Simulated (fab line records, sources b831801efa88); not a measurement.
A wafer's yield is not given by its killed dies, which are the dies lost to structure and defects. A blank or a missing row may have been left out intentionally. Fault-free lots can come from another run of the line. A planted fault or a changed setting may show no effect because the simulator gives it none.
fab line records	flow gf180mcu	part 1 of 2: steps 1 to 27 of 40
[record] lots = 5	wafers = 15	last-day = 32
route steps=602 shown V4@496 MIM@503 M5@526
lots that met no fault: taken from a fault-free run of the same line
start-h: the number of hours between the record's first day and the start of the first shown wafer of the lot	wait-h: hours since the lot's step before	" identical to the entry in the row above	L1.1+2: a row that stands for several wafers	- no value present, or no start provided	* or withheld: withheld	< > ~ a bound
route shown NAME@n: names a module that has steps shown in the file, with the first one's number in the route	usual: the fault-free wafers' mean and standard deviation	same: alike in all rows	chamber/n: place in a boat	sites: readings site by site	_std_site: the values' standard deviation	_edge_site: outer sites' mean less inner sites'	radius-mm: for every site, how far away it sits from the centre of the wafer	mask NAME#n: copy n	behind: tool/chamber where the wafer was last shaped	hold: the reason the lot was held/the length of the hold in hours/how it ended	device: the transistor (n, p or np) that didn't switch	end of line: the same wafers' tests at the end of the route	a step given without rows: its recipe and nothing more	killed: at the first sort, the dies lost to defects and structure; wafer yield is something else	map: per-die view of a wafer (x killed, . not killed, _ where there is no die)
set.NAME: the run value of the setting; set.NAME@STEP: its run value at that earlier step	model.NAME: the simulator's own value behind a step, which no gauge read
a table for each step, a row for each wafer; lots at some steps of the route
services: from which hour (start-h, from the record's first day; less than 0 if before it) a tool's chamber was out of use, for how many hours, and why
[[steps]]
[step GF_V4_CLEAN_20]
[recipe] chemistry = DIW	dry = n2-spin
lot.wafer	tool	chamber	start-h	wait-h
L077.1+4+6	wet-bench-01	0	596.11	0.0
L079.3+4+5	wet-bench-04	3	606.01	0.0
L083.1+4+5	wet-bench-02	0	638.63	0.0
L085.3+4+6	wet-bench-04	2	649.56	0.0
L088.1+3+5	wet-bench-02	0	679.28	0.0
[step GF_V4_SPUTTER_21]
[recipe] material = Ti	target-thk-nm = 15	chamber-pressure-pa = 5	power-w = 2500	substrate-temp-c = 200	time-s = 80.02
[usual] substrate-temp-c = 200.02/0.17	throttle-valve-pct = 30.0/1.2
lot.wafer	tool	chamber	start-h	wait-h	substrate-temp-c	throttle-valve-pct
L077.1	pvd-sputter-02	-	596.21	0.0	200.00	29.9
L077.4	"	-	"	"	199.97	28.8
L077.6	"	-	"	"	199.80	29.7
L079.3	pvd-sputter-04	-	606.11	0.0	200.10	30.9
L079.4	"	-	"	"	200.06	29.4
L079.5	"	-	"	"	199.94	29.1
L083.1	pvd-sputter-04	-	638.73	0.0	200.10	30.9
L083.4	"	-	"	"	200.02	29.2
L083.5	"	-	"	"	200.15	31.0
L085.3	pvd-sputter-03	-	649.66	0.0	200.32	31.8
L085.4	"	-	"	"	199.99	30.8
L085.6	"	-	"	"	199.99	30.4
L088.1	pvd-sputter-04	-	679.37	0.0	200.08	29.4
L088.3	"	-	"	"	200.08	30.8
L088.5	"	-	"	"	200.18	30.6
[step GF_V4_SPUTTER_22]
[recipe] material = TiN	target-thk-nm = 10	chamber-pressure-pa = 5	power-w = 4000	time-s = 40
[usual] throttle-valve-pct = 30.0/1.2
lot.wafer	tool	chamber	start-h	wait-h	throttle-valve-pct
L077.1	pvd-sputter-02	-	596.27	0.0	30.1
L077.4	"	-	"	"	28.8
L077.6	"	-	"	"	30.2
L079.3	pvd-sputter-04	-	606.17	0.0	30.8
L079.4	"	-	"	"	29.2
L079.5	"	-	"	"	29.3
L083.1	pvd-sputter-04	-	638.79	0.0	30.8
L083.4	"	-	"	"	29.3
L083.5	"	-	"	"	30.9
L085.3	pvd-sputter-03	-	649.72	0.0	31.7
L085.4	"	-	"	"	30.8
L085.6	"	-	"	"	31.1
L088.1	pvd-sputter-04	-	679.43	0.0	29.3
L088.3	"	-	"	"	30.9
L088.5	"	-	"	"	30.9
[step GF_V4_CVD_23]
[recipe] material = W	target-thk-nm = 350	time-s = 104.9	temp-c = 400	pressure-torr = 40
[usual] heater-power-w = 788/64
lot.wafer	tool	chamber	start-h	wait-h	heater-power-w	since-wet-clean-h
L077.1	cvd-w-02	1	596.31	0.0	885	692
L077.4	"	1	"	"	870	-
L077.6	"	0	"	"	691	-
L079.3	cvd-w-01	0	606.24	0.1	805	-
L079.4	"	1	"	"	760	-
L079.5	"	1	"	"	778	-
L083.1	cvd-w-01	0	638.83	0.0	823	235
L083.4	"	0	"	"	797	-
L083.5	"	0	"	"	800	-
L085.3	cvd-w-01	0	649.79	0.1	801	-
L085.4	"	1	"	"	764	-
L085.6	"	0	"	"	801	-
L088.1	cvd-w-02	1	679.47	0.0	883	775
L088.3	"	1	"	"	875	-
L088.5	"	0	"	"	686	-
[step GF_V4_RS_MEAS_24]
[recipe] thk-meas-gauge = four-point-probe	reads = W_of_V4_CVD_23+TiN_of_V4_SPUTTER_22+Ti_of_V4_SPUTTER_21
[usual] V4_W_RS = 0.328/0.0047
lot.wafer	tool	chamber	start-h	wait-h	V4_W_RS[ohm/sq]
L077.1	film-metro-04	-	596.42	0.1	0.326
L077.4	"	-	"	"	0.329
L077.6	"	-	"	"	0.328
L079.3	film-metro-04	-	606.36	0.1	0.325
L079.4	"	-	"	"	0.330
L079.5	"	-	"	"	0.331
L083.1	film-metro-04	-	638.94	0.1	0.325
L083.4	"	-	"	"	0.329
L083.5	"	-	"	"	0.329
L085.3	film-metro-04	-	649.91	0.1	0.324
L085.4	"	-	"	"	0.328
L085.6	"	-	"	"	0.325
L088.1	film-metro-03	-	679.58	0.1	0.322
L088.3	"	-	"	"	0.324
L088.5	"	-	"	"	0.330
[step GF_V4_THK_MEAS_25]
[recipe] thk-meas-gauge = xrf	reads = W_of_V4_CVD_23
[usual] V4_W_THK = 364/6.1
lot.wafer	tool	chamber	start-h	wait-h	V4_W_THK[nm]
L077.1	film-metro-04	-	596.54	0.1	365
L077.4	"	-	"	"	364
L077.6	"	-	"	"	365
L079.3	film-metro-04	-	606.46	0.1	367
L079.4	"	-	"	"	359
L079.5	"	-	"	"	361
L083.1	film-metro-04	-	639.06	0.1	368
L083.4	"	-	"	"	363
L083.5	"	-	"	"	363
L085.3	film-metro-04	-	650.01	0.1	369
L085.4	"	-	"	"	366
L085.6	"	-	"	"	370
L088.1	film-metro-03	-	679.70	0.1	376
L088.3	"	-	"	"	373
L088.5	"	-	"	"	366
[step GF_V4_CMP_26]
[recipe] stop-on = SiO2	down-force-psi = 3.5	platen-rpm = 60	t-overpolish-s = 15	target-thk-nm = 0	pad-velocity-m-s = 0.94248
[usual] motor-current-A = 11.7/1.2	overpolish-run-s = 15.000/0.01	time-to-endpoint-s = 86/3.8
lot.wafer	tool	chamber	start-h	wait-h	motor-current-A	overpolish-run-s	time-to-endpoint-s
L077.1	cmp-02	0	596.60	0.1	11.5	14.993	85
L077.4	"	1	"	"	11.0	15.001	88
L077.6	"	1	"	"	11.3	15.012	84
L079.3	cmp-01	2	606.50	0.0	10.4	14.994	90
L079.4	"	1	"	"	11.3	14.992	85
L079.5	"	3	"	"	12.0	14.993	90
L083.4	cmp-01	0	639.12	0.0	11.9	15.011	83
L083.1	"	3	"	"	11.5	14.997	87
L083.5	"	0	"	"	11.3	15.009	83
L085.4	cmp-02	2	650.15	0.1	14.4	14.981	82
L085.3	"	3	"	"	11.3	14.996	89
L085.6	"	1	"	"	11.2	15.000	92
L088.3	cmp-02	0	679.76	0.0	11.2	14.990	87
L088.1	"	1	"	"	11.3	15.009	89
L088.5	"	0	"	"	11.1	14.991	84
[step GF_MIM_SPUTTER_00]
[recipe] material = Ti	target-thk-nm = 37.5	arriving-ion-energy-ev = 80	substrate-temp-c = 200	chamber-pressure-pa = 2	power-w = 4000	time-s = 150
[usual] substrate-temp-c = 200.00/0.18	throttle-valve-pct = 29.6/0.73
lot.wafer	tool	chamber	start-h	wait-h	substrate-temp-c	throttle-valve-pct
L077.1	pvd-sputter-01	-	596.90	0.2	200.06	29.1
L077.4	"	-	"	"	200.19	29.5
L077.6	"	-	"	"	200.06	29.9
L079.3	pvd-sputter-01	-	606.80	0.2	199.77	29.7
L079.4	"	-	"	"	199.87	30.3
L079.5	"	-	"	"	199.84	29.8
L083.1	pvd-sputter-01	-	639.42	0.1	200.18	29.1
L083.4	"	-	"	"	199.92	29.6
L083.5	"	-	"	"	200.15	29.1
L085.3	pvd-sputter-04	-	650.35	0.1	200.01	30.4
L085.4	"	-	"	"	199.86	31.0
L085.6	"	-	"	"	199.94	29.2
L088.1	pvd-sputter-02	-	680.06	0.2	199.91	29.8
L088.3	"	-	"	"	199.97	28.7
L088.5	"	-	"	"	199.87	28.8
[step GF_MIM_SPUTTER_01]
[recipe] material = TiN	target-thk-nm = 30	power-w = 6500	time-s = 25	chamber-pressure-pa = 0.4
[usual] throttle-valve-pct = 29.6/0.73
lot.wafer	tool	chamber	start-h	wait-h	throttle-valve-pct
L077.1	pvd-sputter-01	-	597.00	0.1	29.2
L077.4	"	-	"	"	29.7
L077.6	"	-	"	"	29.9
L079.3	pvd-sputter-01	-	606.90	0.1	29.7
L079.4	"	-	"	"	30.1
L079.5	"	-	"	"	29.8
L083.1	pvd-sputter-01	-	639.52	0.1	29.1
L083.4	"	-	"	"	29.7
L083.5	"	-	"	"	29.0
L085.3	pvd-sputter-04	-	650.45	0.1	30.4
L085.4	"	-	"	"	30.8
L085.6	"	-	"	"	29.3
L088.1	pvd-sputter-02	-	680.16	0.1	29.9
L088.3	"	-	"	"	28.6
L088.5	"	-	"	"	28.7
[step GF_MIM_SPUTTER_02]
[recipe] material = AlCu	target-thk-nm = 450	power-w = 10600	time-s = 23.9	chamber-pressure-pa = 0.4
[usual] throttle-valve-pct = 29.6/0.73
lot.wafer	tool	chamber	start-h	wait-h	throttle-valve-pct
L077.1	pvd-sputter-01	-	597.03	0.0	29.2
L077.4	"	-	"	"	29.8
L077.6	"	-	"	"	29.7
L079.3	pvd-sputter-01	-	606.93	0.0	29.7
L079.4	"	-	"	"	30.0
L079.5	"	-	"	"	29.9
L083.1	pvd-sputter-01	-	639.55	0.0	29.1
L083.4	"	-	"	"	29.6
L083.5	"	-	"	"	29.2
L085.3	pvd-sputter-04	-	650.48	0.0	30.4
L085.4	"	-	"	"	30.8
L085.6	"	-	"	"	29.4
L088.1	pvd-sputter-02	-	680.19	0.0	29.8
L088.3	"	-	"	"	29.0
L088.5	"	-	"	"	28.8
[step GF_MIM_SPUTTER_03]
[recipe] material = Ti	target-thk-nm = 10	substrate-temp-c = 300	chamber-pressure-pa = 0.3	power-w = 3000	time-s = 6.7
[usual] substrate-temp-c = 299.99/0.19	throttle-valve-pct = 29.7/0.73
lot.wafer	tool	chamber	start-h	wait-h	substrate-temp-c	throttle-valve-pct
L077.1	pvd-sputter-01	-	597.06	0.0	300.27	29.4
L077.4	"	-	"	"	299.84	29.4
L077.6	"	-	"	"	299.63	29.7
L079.3	pvd-sputter-01	-	606.96	0.0	299.91	29.8
L079.4	"	-	"	"	299.96	30.0
L079.5	"	-	"	"	300.03	29.7
L083.1	pvd-sputter-01	-	639.58	0.0	299.81	29.1
L083.4	"	-	"	"	300.18	29.5
L083.5	"	-	"	"	299.80	28.9
L085.3	pvd-sputter-04	-	650.51	0.0	300.19	30.3
L085.4	"	-	"	"	300.04	30.4
L085.6	"	-	"	"	300.03	29.4
L088.1	pvd-sputter-02	-	680.22	0.0	300.09	30.1
L088.3	"	-	"	"	300.12	28.7
L088.5	"	-	"	"	300.26	28.5
[step GF_MIM_SPUTTER_04]
[recipe] material = TiN	target-thk-nm = 50	power-w = 6500	time-s = 41.7	chamber-pressure-pa = 0.4
[usual] throttle-valve-pct = 29.6/0.73
lot.wafer	tool	chamber	start-h	wait-h	throttle-valve-pct
L077.1	pvd-sputter-01	-	597.08	0.0	29.3
L077.4	"	-	"	"	29.9
L077.6	"	-	"	"	29.5
L079.3	pvd-sputter-01	-	606.98	0.0	29.9
L079.4	"	-	"	"	30.1
L079.5	"	-	"	"	29.8
L083.1	pvd-sputter-01	-	639.60	0.0	29.3
L083.4	"	-	"	"	29.9
L083.5	"	-	"	"	29.1
L085.3	pvd-sputter-04	-	650.53	0.0	30.0
L085.4	"	-	"	"	31.0
L085.6	"	-	"	"	29.2
L088.1	pvd-sputter-02	-	680.24	0.0	29.8
L088.3	"	-	"	"	29.0
L088.5	"	-	"	"	28.8
[step GF_MIM_CVD_05]
[recipe] material = Si3N4	target-thk-nm = 42	temp-max-c = 400	temp-c = 385	time-s = 29.086	rf-w = 450
[usual] heater-power-w = 685/84
lot.wafer	tool	chamber	start-h	wait-h	heater-power-w	since-wet-clean-h
L077.1	pecvd-04	2	597.12	0.0	699	214
L077.4	"	2	"	"	703	-
L077.6	"	1	"	"	549	-
L079.3	pecvd-03	0	607.02	0.0	615	2
L079.4	"	0	"	"	621	-
L079.5	"	1	"	"	729	-
L083.1	pecvd-03	2	639.64	0.0	694	35
L083.4	"	2	"	"	711	-
L083.5	"	0	"	"	617	-
L085.3	pecvd-04	1	650.57	0.0	552	268
L085.4	"	2	"	"	684	-
L085.6	"	0	"	"	703	-
L088.1	pecvd-03	0	680.28	0.0	681	75
L088.3	"	1	"	"	617	75
L088.5	"	2	"	"	775	-
[step GF_MIM_THK_MEAS_06]
[recipe] reads = Si3N4_of_MIM_CVD_05
[usual] MIM_CVD_05_THK = 42.0/0.64
lot.wafer	tool	chamber	start-h	wait-h	MIM_CVD_05_THK[nm]
L077.1	film-metro-01	-	597.15	0.0	41.1
L077.4	"	-	"	"	42.1
L077.6	"	-	"	"	42.4
L079.3	film-metro-03	-	607.07	0.0	41.9
L079.4	"	-	"	"	42.4
L079.5	"	-	"	"	42.5
L083.1	film-metro-01	-	639.67	0.0	43.8
L083.4	"	-	"	"	43.8
L083.5	"	-	"	"	42.8
L085.3	film-metro-03	-	650.62	0.0	41.5
L085.4	"	-	"	"	42.0
L085.6	"	-	"	"	41.8
L088.1	film-metro-03	-	680.32	0.0	42.6
L088.3	"	-	"	"	42.1
L088.5	"	-	"	"	43.7
[step GF_MIM_SPUTTER_07]
[recipe] material = TiN	target-thk-nm = 60	power-w = 6500	time-s = 50	chamber-pressure-pa = 0.4
[usual] throttle-valve-pct = 29.7/0.96
lot.wafer	tool	chamber	start-h	wait-h	throttle-valve-pct
L077.1	pvd-sputter-04	-	597.21	0.1	30.8
L077.4	"	-	"	"	27.6
L077.6	"	-	"	"	30.8
L079.3	pvd-sputter-04	-	607.11	0.0	29.3
L079.4	"	-	"	"	30.3
L079.5	"	-	"	"	30.3
L083.1	pvd-sputter-04	-	639.73	0.1	29.2
L083.4	"	-	"	"	30.7
L083.5	"	-	"	"	27.7
L085.3	pvd-sputter-04	-	650.66	0.0	27.7
L085.4	"	-	"	"	31.0
L085.6	"	-	"	"	30.3
L088.1	pvd-sputter-04	-	680.38	0.1	27.7
L088.3	"	-	"	"	31.0
L088.5	"	-	"	"	29.3
[step GF_MIM_SPUTTER_08]
[recipe] material = AlCu	target-thk-nm = 200	power-w = 10600	time-s = 10.6	chamber-pressure-pa = 0.4
[usual] throttle-valve-pct = 29.7/0.97
lot.wafer	tool	chamber	start-h	wait-h	throttle-valve-pct
L077.1	pvd-sputter-04	-	597.26	0.0	30.9
L077.4	"	-	"	"	27.7
L077.6	"	-	"	"	30.9
L079.3	pvd-sputter-04	-	607.16	0.0	29.1
L079.4	"	-	"	"	30.4
L079.5	"	-	"	"	30.5
L083.1	pvd-sputter-04	-	639.78	0.0	29.3
L083.4	"	-	"	"	30.7
L083.5	"	-	"	"	27.8
L085.3	pvd-sputter-04	-	650.71	0.0	27.7
L085.4	"	-	"	"	30.9
L085.6	"	-	"	"	30.5
L088.1	pvd-sputter-04	-	680.42	0.0	27.7
L088.3	"	-	"	"	30.8
L088.5	"	-	"	"	29.2
[step GF_MIM_SPUTTER_09]
[recipe] material = TiN	target-thk-nm = 35	power-w = 6500	time-s = 30.05	chamber-pressure-pa = 0.4
[usual] throttle-valve-pct = 29.6/0.93
lot.wafer	tool	chamber	start-h	wait-h	throttle-valve-pct
L077.1	pvd-sputter-04	-	597.28	0.0	30.8
L077.4	"	-	"	"	28.1
L077.6	"	-	"	"	30.8
L079.3	pvd-sputter-04	-	607.18	0.0	29.3
L079.4	"	-	"	"	30.1
L079.5	"	-	"	"	30.3
L083.1	pvd-sputter-04	-	639.80	0.0	29.1
L083.4	"	-	"	"	30.5
L083.5	"	-	"	"	27.7
L085.3	pvd-sputter-04	-	650.73	0.0	27.7
L085.4	"	-	"	"	30.8
L085.6	"	-	"	"	30.2
L088.1	pvd-sputter-04	-	680.44	0.0	28.2
L088.3	"	-	"	"	30.6
L088.5	"	-	"	"	29.1
[step GF_MIM_RS_MEAS_10]
[recipe] thk-meas-gauge = four-point-probe	reads = TiN_of_MIM_SPUTTER_09+AlCu_of_MIM_SPUTTER_08+TiN_of_MIM_SPUTTER_07
[usual] MIM_ALCU_RS = 0.1597/0.002
lot.wafer	tool	chamber	start-h	wait-h	MIM_ALCU_RS[ohm/sq]
L077.1	film-metro-03	-	597.31	0.0	0.1624
L077.4	"	-	"	"	0.1587
L077.6	"	-	"	"	0.1611
L079.3	film-metro-03	-	607.25	0.1	0.1597
L079.4	"	-	"	"	0.1574
L079.5	"	-	"	"	0.1575
L083.1	film-metro-02	-	639.85	0.0	0.1586
L083.4	"	-	"	"	0.1558
L083.5	"	-	"	"	0.1564
L085.3	film-metro-03	-	650.80	0.1	0.1587
L085.4	"	-	"	"	0.1595
L085.6	"	-	"	"	0.1584
L088.1	film-metro-02	-	680.48	0.0	0.1581
L088.3	"	-	"	"	0.1586
L088.5	"	-	"	"	0.1607
[step GF_MIM_THK_MEAS_11]
[recipe] thk-meas-gauge = xrf	reads = AlCu_of_MIM_SPUTTER_08
[usual] MIM_ALCU_THK = 196/3.2
lot.wafer	tool	chamber	start-h	wait-h	MIM_ALCU_THK[nm]
L077.1	film-metro-03	-	597.43	0.1	194
L077.4	"	-	"	"	199
L077.6	"	-	"	"	196
L079.3	film-metro-03	-	607.35	0.1	196
L079.4	"	-	"	"	199
L079.5	"	-	"	"	200
L083.1	film-metro-02	-	639.97	0.1	196
L083.4	"	-	"	"	200
L083.5	"	-	"	"	198
L085.3	film-metro-03	-	650.90	0.1	198
L085.4	"	-	"	"	196
L085.6	"	-	"	"	199
L088.1	film-metro-02	-	680.60	0.1	196
L088.3	"	-	"	"	195
L088.5	"	-	"	"	193
[step GF_MIM_DEHYDRATE_12]
[recipe] temp-c = 200	time-s = 60
lot.wafer	tool	chamber	start-h	wait-h
L077.1+4+6	litho-track-04	0	607.90	10.5
L079.3+4+5	litho-track-01	0	616.62	9.3
L083.1+4+5	litho-track-01	0	649.07	9.1
L085.3+4+6	litho-track-04	0	659.80	8.9
L088.1+3+5	litho-track-02	0	688.83	8.2
[step GF_MIM_HMDS_13]
[recipe] prime-time-s = 60	prime-temp-c = 120
[usual] prime-temp-c = 120.00/0.12
lot.wafer	tool	chamber	start-h	wait-h	prime-temp-c
L077.1	litho-track-04	0	608.05	0.1	119.94
L077.4	"	0	"	"	120.16
L077.6	"	0	"	"	120.22
L079.3	litho-track-01	0	616.77	0.1	120.21
L079.4	"	0	"	"	120.10
L079.5	"	0	"	"	119.82
L083.1	litho-track-01	0	649.22	0.1	120.14
L083.4	"	0	"	"	120.13
L083.5	"	0	"	"	120.17
L085.3	litho-track-04	0	659.95	0.1	120.04
L085.4	"	0	"	"	119.97
L085.6	"	0	"	"	120.13
L088.1	litho-track-02	0	688.98	0.1	119.93
L088.3	"	0	"	"	119.92
L088.5	"	0	"	"	120.02
[step GF_MIM_COAT_14]
[recipe] resist = NOVOLAK	spin-rpm = 3000	resist-thk-nm = 1000
lot.wafer	tool	chamber	start-h	wait-h
L077.1+4+6	litho-track-04	0	608.20	0.1
L079.3+4+5	litho-track-01	0	616.92	0.1
L083.1+4+5	litho-track-01	0	649.37	0.1
L085.3+4+6	litho-track-04	0	660.10	0.1
L088.1+3+5	litho-track-02	0	689.13	0.1
[step GF_MIM_SOFTBAKE_15]
[recipe] temp-c = 90	time-s = 60	resist = NOVOLAK
lot.wafer	tool	chamber	start-h	wait-h
L077.1+4+6	litho-track-04	0	608.35	0.1
L079.3+4+5	litho-track-01	0	617.07	0.1
L083.1+4+5	litho-track-01	0	649.52	0.1
L085.3+4+6	litho-track-04	0	660.25	0.1
L088.1+3+5	litho-track-02	0	689.28	0.1
[step GF_MIM_EXPOSE_16]
[recipe] mask-id = FuseTop	target-cd-nm = 2000	na = 0.6	source-shape = conventional	sigma-outer = 0.6	dose-mj = 140
lot.wafer	tool	chamber	start-h	wait-h	mask
L077.1+4+6	iline-stepper-01	0	-	-	FuseTop#0
L079.3+4+5	iline-stepper-01	0	-	-	FuseTop#0
L083.1+4+5	iline-stepper-01	0	-	-	FuseTop#0
L085.3+4+6	iline-stepper-02	0	-	-	FuseTop#0
L088.1+3+5	iline-stepper-01	0	-	-	FuseTop#0
[step GF_MIM_PEB_17]
[recipe] temp-c = withheld	time-s = *	resist = NOVOLAK
lot.wafer	tool	chamber	start-h	wait-h
L077.1+4+6	litho-track-04	0	-	-
L079.3+4+5	litho-track-01	0	-	-
L083.1+4+5	litho-track-01	0	-	-
L085.3+4+6	litho-track-02	0	-	-
L088.1+3+5	litho-track-01	0	-	-
[step GF_MIM_DEVELOP_18]
[recipe] develop-time-s = 60	dev-temp-c = 23
lot.wafer	tool	chamber	start-h	wait-h
L077.1+4+6	litho-track-04	0	617.95	0.1
L079.3+4+5	litho-track-01	0	626.62	0.1
L083.1+4+5	litho-track-01	0	658.97	0.1
L085.3+4+6	litho-track-02	0	669.48	0.1
L088.1+3+5	litho-track-01	0	698.87	0.1
[step GF_MIM_METAL_ETCH_19]
[recipe] chemistry = Cl2/BCl3	mask-material = NOVOLAK	stop-on = Si3N4	target-depth-nm = 324.5	pressure-mtorr = 8	icp-w = 800	bias-w = 140	Cl2_flow_sccm = 80	bcl3-flow-sccm = 40	time-s = 54.1
[usual] drypump-motor-current-A = 5.8/0.58	oes-product-au = 0.943/0.0072	throttle-valve-pct = 28.282/0.01
lot.wafer	tool	chamber	start-h	wait-h	drypump-motor-current-A	oes-product-au	rf-hours-counter-h	throttle-valve-pct
L077.1	rie-metal-01	1	618.10	0.1	6.2	0.935	1	28.279
L077.4	"	1	"	"	6.2	0.947	-	28.283
L077.6	"	0	"	"	6.2	0.940	-	28.284
L079.3	rie-metal-01	1	626.74	0.1	6.2	0.940	-	28.286
L079.4	"	0	"	"	6.3	0.939	-	28.277
L079.5	"	0	"	"	6.3	0.940	-	28.294
L083.1	rie-metal-03	1	659.12	0.1	6.3	0.954	5	28.264
L083.4	"	1	"	"	6.3	0.950	-	28.262
L083.5	"	1	"	"	6.3	0.951	-	28.281
L085.3	rie-metal-04	0	669.61	0.1	4.8	0.945	-	28.279
L085.4	"	1	"	"	5.3	0.945	-	28.284
L085.6	"	0	"	"	4.7	0.956	-	28.275
L088.1	rie-metal-03	0	699.02	0.1	5.5	0.940	1	28.293
L088.3	"	0	"	"	5.5	0.945	-	28.282
L088.5	"	1	"	"	6.2	0.941	-	28.268
